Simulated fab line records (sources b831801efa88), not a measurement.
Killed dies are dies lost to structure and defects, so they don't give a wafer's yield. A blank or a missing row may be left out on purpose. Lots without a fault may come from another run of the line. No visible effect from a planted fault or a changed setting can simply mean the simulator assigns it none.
What tool caused it? :: flow gf180mcu :: 13 lots with 39 wafers sampled at 4 steps, on a route of 602 steps

WHAT THE GAUGES READ, wafer by wafer
GF_V2_CD_MEAS_14 targets a cd of 260 nm.
lot: L436
measured: day 20 15:30
on: cd-sem-01
cd-nm (nm): 259.2 260.3 259.5

lot: L437
measured: day 21 01:35
on: cd-sem-02
cd-nm (nm): 258.9 259.1 258.8

lot: L438
measured: day 21 15:53
on: cd-sem-01
cd-nm (nm): 260.9 259.7 259.9

lot: L442
measured: day 22 20:37
on: cd-sem-02
cd-nm (nm): 264.8 265.8 265.6

lot: L443
measured: day 23 04:22
on: cd-sem-01
cd-nm (nm): 264.8 265.2 264.4

lot: L450
measured: day 25 13:51
on: cd-sem-01
cd-nm (nm): 259.4 259.4 258.9

lot: L451
measured: day 26 01:37
on: cd-sem-01
cd-nm (nm): 259.3 259.7 259.2

lot: L452
measured: day 26 05:53
on: cd-sem-01
cd-nm (nm): 260.6 260.0 260.9

lot: L454
measured: day 27 03:41
on: cd-sem-01
cd-nm (nm): 258.1 258.8 258.5

lot: L455
measured: day 27 06:01
on: cd-sem-01
cd-nm (nm): 261.4 259.4 260.4

lot: L456
measured: day 27 08:26
on: cd-sem-01
cd-nm (nm): 258.7 258.5 259.3

lot: L457
measured: day 27 17:44
on: cd-sem-01
cd-nm (nm): 260.9 262.2 260.8

lot: L458
measured: day 28 01:34
on: cd-sem-02
cd-nm (nm): 256.6 257.1 258.1

GF_V2_OVL_MEAS_15.
lot: L436
measured: day 20 15:37
on: overlay-02
V2_OVL (nm): 5 -6 -1

lot: L437
measured: day 21 01:42
on: overlay-01
V2_OVL (nm): -4 1 3

lot: L438
measured: day 21 15:59
on: overlay-02
V2_OVL (nm): -1 -8 -3

lot: L442
measured: day 22 20:42
on: overlay-01
V2_OVL (nm): -9 -5 -1

lot: L443
measured: day 23 04:27
on: overlay-02
V2_OVL (nm): 0 2 -3

lot: L450
measured: day 25 13:56
on: overlay-01
V2_OVL (nm): 8 4 -5

lot: L451
measured: day 26 01:44
on: overlay-01
V2_OVL (nm): -3 -1 -2

lot: L452
measured: day 26 05:59
on: overlay-02
V2_OVL (nm): 3 4 3

lot: L454
measured: day 27 03:47
on: overlay-01
V2_OVL (nm): 1 2 3

lot: L455
measured: day 27 06:08
on: overlay-01
V2_OVL (nm): -1 -2 4

lot: L456
measured: day 27 08:32
on: overlay-01
V2_OVL (nm): -3 7 -3

lot: L457
measured: day 27 17:50
on: overlay-01
V2_OVL (nm): 4 -8 -7

lot: L458
measured: day 28 01:41
on: overlay-02
V2_OVL (nm): 3 -1 0

TOOL THAT RAN EACH LOT (tool first, then ch and the chambers of the sampled wafers, then the start)
lot: L436
GF_V2_CVD_02: pecvd-02 ch 0,1,2, day 19 15:56
GF_V2_PEB_12: litho-track-04 ch 0, day 20 15:10

lot: L437
GF_V2_CVD_02: pecvd-02 ch 1,2, day 20 01:32
GF_V2_PEB_12: litho-track-04 ch 0, day 21 01:14

lot: L438
GF_V2_CVD_02: pecvd-02 ch 0,1, day 20 15:56
GF_V2_PEB_12: litho-track-03 ch 0, day 21 15:33

lot: L442
GF_V2_CVD_02: pecvd-03 ch 0,1,2, day 21 20:38
GF_V2_PEB_12: litho-track-03 ch 0, day 22 20:17

lot: L443
GF_V2_CVD_02: pecvd-02 ch 0,1, day 22 05:29
GF_V2_PEB_12: litho-track-03 ch 0, day 23 04:02

lot: L450
GF_V2_CVD_02: pecvd-04 ch 0,1, day 24 15:32
GF_V2_PEB_12: litho-track-01 ch 0, day 25 13:32

lot: L451
GF_V2_CVD_02: pecvd-03 ch 0,1,2, day 25 03:49
GF_V2_PEB_12: litho-track-01 ch 0, day 26 01:16

lot: L452
GF_V2_CVD_02: pecvd-03 ch 0,1,2, day 25 07:41
GF_V2_PEB_12: litho-track-04 ch 0, day 26 05:30

lot: L454
GF_V2_CVD_02: pecvd-03 ch 0,1, day 26 06:46
GF_V2_PEB_12: litho-track-01 ch 0, day 27 03:20

lot: L455
GF_V2_CVD_02: pecvd-03 ch 0,1, day 26 08:22
GF_V2_PEB_12: litho-track-03 ch 0, day 27 05:39

lot: L456
GF_V2_CVD_02: pecvd-02 ch 0,1,2, day 26 11:49
GF_V2_PEB_12: litho-track-01 ch 0, day 27 08:05

lot: L457
GF_V2_CVD_02: pecvd-02 ch 1,2, day 26 22:06
GF_V2_PEB_12: litho-track-01 ch 0, day 27 17:23

lot: L458
GF_V2_CVD_02: pecvd-04 ch 0,1,2, day 27 05:28
GF_V2_PEB_12: litho-track-03 ch 0, day 28 01:13
- GF_V2_CVD_02: deposits SiO2 from TEOS, target thk 850 nm, time 94.851 s.
- GF_V2_PEB_12: peb time 90 s.

WHAT THE TOOLS THEMSELVES READ (means of the sampled wafers that have a number; where no wafer has one, the mark that the record gives instead)
GF_V2_CVD_02.
lot: L436
tool: pecvd-02
heater-power-w (W): 735
susceptor-temp-C (C): 400.03

lot: L437
tool: pecvd-02
heater-power-w (W): 777
susceptor-temp-C (C): 400.03

lot: L438
tool: pecvd-02
heater-power-w (W): 670
susceptor-temp-C (C): 399.85

lot: L442
tool: pecvd-03
heater-power-w (W): 672
susceptor-temp-C (C): 400.09

lot: L443
tool: pecvd-02
heater-power-w (W): 655
susceptor-temp-C (C): 399.91

lot: L450
tool: pecvd-04
heater-power-w (W): 670
susceptor-temp-C (C): 399.95

lot: L451
tool: pecvd-03
heater-power-w (W): 641
susceptor-temp-C (C): 400.10

lot: L452
tool: pecvd-03
heater-power-w (W): 676
susceptor-temp-C (C): 400.06

lot: L454
tool: pecvd-03
heater-power-w (W): 620
susceptor-temp-C (C): 400.17

lot: L455
tool: pecvd-03
heater-power-w (W): 620
susceptor-temp-C (C): 400.12

lot: L456
tool: pecvd-02
heater-power-w (W): 685
susceptor-temp-C (C): 399.95

lot: L457
tool: pecvd-02
heater-power-w (W): 749
susceptor-temp-C (C): 399.74

lot: L458
tool: pecvd-04
heater-power-w (W): 565
susceptor-temp-C (C): 400.17

GF_V2_PEB_12.
lot: L436
tool: litho-track-04
heater-power-total-W (W): 85.73
plate-temp-C (C): 135.05

lot: L437
tool: litho-track-04
heater-power-total-W (W): 85.72
plate-temp-C (C): 134.83

lot: L438
tool: litho-track-03
heater-power-total-W (W): 85.69
plate-temp-C (C): 135.01

lot: L442
tool: litho-track-03
heater-power-total-W (W): 87.37
plate-temp-C (C): 137.16

lot: L443
tool: litho-track-03
heater-power-total-W (W): 87.40
plate-temp-C (C): 137.12

lot: L450
tool: litho-track-01
heater-power-total-W (W): 85.66
plate-temp-C (C): 135.18

lot: L451
tool: litho-track-01
heater-power-total-W (W): 85.70
plate-temp-C (C): 135.10

lot: L452
tool: litho-track-04
heater-power-total-W (W): 85.70
plate-temp-C (C): 134.82

lot: L454
tool: litho-track-01
heater-power-total-W (W): 85.67
plate-temp-C (C): 135.14

lot: L455
tool: litho-track-03
heater-power-total-W (W): 85.57
plate-temp-C (C): 135.18

lot: L456
tool: litho-track-01
heater-power-total-W (W): 85.66
plate-temp-C (C): 135.13

lot: L457
tool: litho-track-01
heater-power-total-W (W): 85.67
plate-temp-C (C): 134.78

lot: L458
tool: litho-track-03
heater-power-total-W (W): 85.78
plate-temp-C (C): 135.06

THE ANSWER, worked out from the rows above alone
Rule: usual is defined by the lots themselves. The widest of any qualifying gaps counts: lots, ordered by their means at a reading, are off when they make up no more than a third of the lots, leave a main group of 4 or more, and stand apart from it by 3 or more times the standard deviation of that group's means. A main group whose means are all the same, to the digits that the tables above print for the reading, isn't used. A lot without any number at a reading at which 4 lots or more have one is off too. Any other lot the step has rows for is counted as sound. The gauges are gone through in route order, then the tools' own readings, and for those a lot's mean is taken as printed above. At the first step where some lot is off, the reading lying furthest off is the one used; lots without a number count as furthest.
Off, at GF_V2_CD_MEAS_14 on cd-nm: L442, L443. Mean 259.5 nm and standard deviation 1.1 in the main group.
If a tool, at a process step before that reading, ran all the lots that are off and no sound lot after the first of them, it fits. Not tried: the gauges at GF_V2_CD_MEAS_14; whatever is off there is also off at GF_V2_PEB_12, on other tools, and gauge error can't account for it. Not one of the candidates tried fits.

WHAT THE SIMULATOR PUT IN
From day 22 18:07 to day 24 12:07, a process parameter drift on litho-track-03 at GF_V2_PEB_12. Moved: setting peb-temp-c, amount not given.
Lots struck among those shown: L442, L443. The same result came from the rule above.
